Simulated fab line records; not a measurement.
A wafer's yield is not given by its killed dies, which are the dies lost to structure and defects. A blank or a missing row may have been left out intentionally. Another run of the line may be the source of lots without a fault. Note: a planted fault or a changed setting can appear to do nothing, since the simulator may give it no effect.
Problem report, 8D (eight disciplines) form, completed by code | flow sky130 | the parts of the form that need people (team, actions taken, sign-off) are left out

1. WHAT IS WRONG
exposureDoseMJCm2 at SKY_VT_ADJUST_HVTP_EXPOSE_04 reads a mean of 137.33 on 12 wafers of 4 lots; wafers without a fault read 139.77 with a standard deviation of 0.18. Measured from the usual mean, that is -14 standard deviations.
The step: exposes mask HVTPM, target cd 380 nm.
Seen first at day 8 10:07 on ilineStepper-01, wafer L952.1. Wafers with a number at this step in the record: 42, from 14 lots. Rule for "out" (also "out of limits"): further than 4 standard deviations from the usual mean. The rest of the wafers with a number are treated as sound.

2. WHAT IT IS, AND WHAT IT ISN'T
question                    | is                     | is not
which readings at this step | exposureDoseMJCm2      | -
which lots                  | L952, L953, L955, L956 | L941, L942, L943, L944, L945, L946, L947, L948, L949, L957
which wafers of those lots  | all that have a number | -
read on which tools         | ilineStepper-01        | ilineStepper-02
when                        | from day 8 10:07       | up to then (27 sound wafers); but 3 sound wafers of L957 came after

3. WHAT RULES OUT EACH SUSPECT
Counting: a tool at any process step up to the reading remains a suspect when it ran all the lots that are out and ran no sound lot after the first of those.
- ilineStepper-01 at SKY_VT_ADJUST_HVTP_EXPOSE_04 (exposes mask HVTPM, target cd 380 nm): kept. It processed each lot that is out, first L952 at day 8 10:07, and no sound lot thereafter; up to then, the last sound lot it processed was L949 at day 7 18:56. Its own exposureDoseMJCm2 readings are out on those wafers.
After counting, what remains is ilineStepper-01 at SKY_VT_ADJUST_HVTP_EXPOSE_04.

4. THE CAUSE (what the simulator had put in)
Process parameters drifting: ilineStepper-01 at SKY_VT_ADJUST_HVTP_EXPOSE_04, beginning at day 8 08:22. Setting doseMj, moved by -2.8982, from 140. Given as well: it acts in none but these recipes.
Counting left only this tool.

5. SEQUENCE OF EFFECTS, ordered by route
Each row: a reading where the mean over the struck wafers with a number is more than 3 standard deviations away from the usual. Readings are gone through only where the record gives a usual standard deviation; hours: the median, over the lots, of the time from a lot's start at the first step in this table giving one to that lot's start at this step; sigmas: the change measured in usual standard deviations.
hours | step                         | reading           | usual  | on struck wafers | change | sigmas
0     | SKY_VT_ADJUST_HVTP_EXPOSE_04 | exposureDoseMJCm2 | 139.77 | 137.33           | -2.44  | -14
Its process steps:
- SKY_VT_ADJUST_HVTP_EXPOSE_04: exposes mask HVTPM, target cd 380 nm.
Later measuring or inspecting steps at which every struck wafer that the step has a row for has a number for every such reading, and none has moved that far: SKY_VT_ADJUST_LVTN_OVL_MEAS_18, SKY_VT_ADJUST_HVTR_TW_MEAS_11.

6. HOW IT WOULD HAVE BEEN CAUGHT EARLIER
First out-of-limits reading in this record: day 8 10:07, which is 2 hours after fault onset at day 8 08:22.
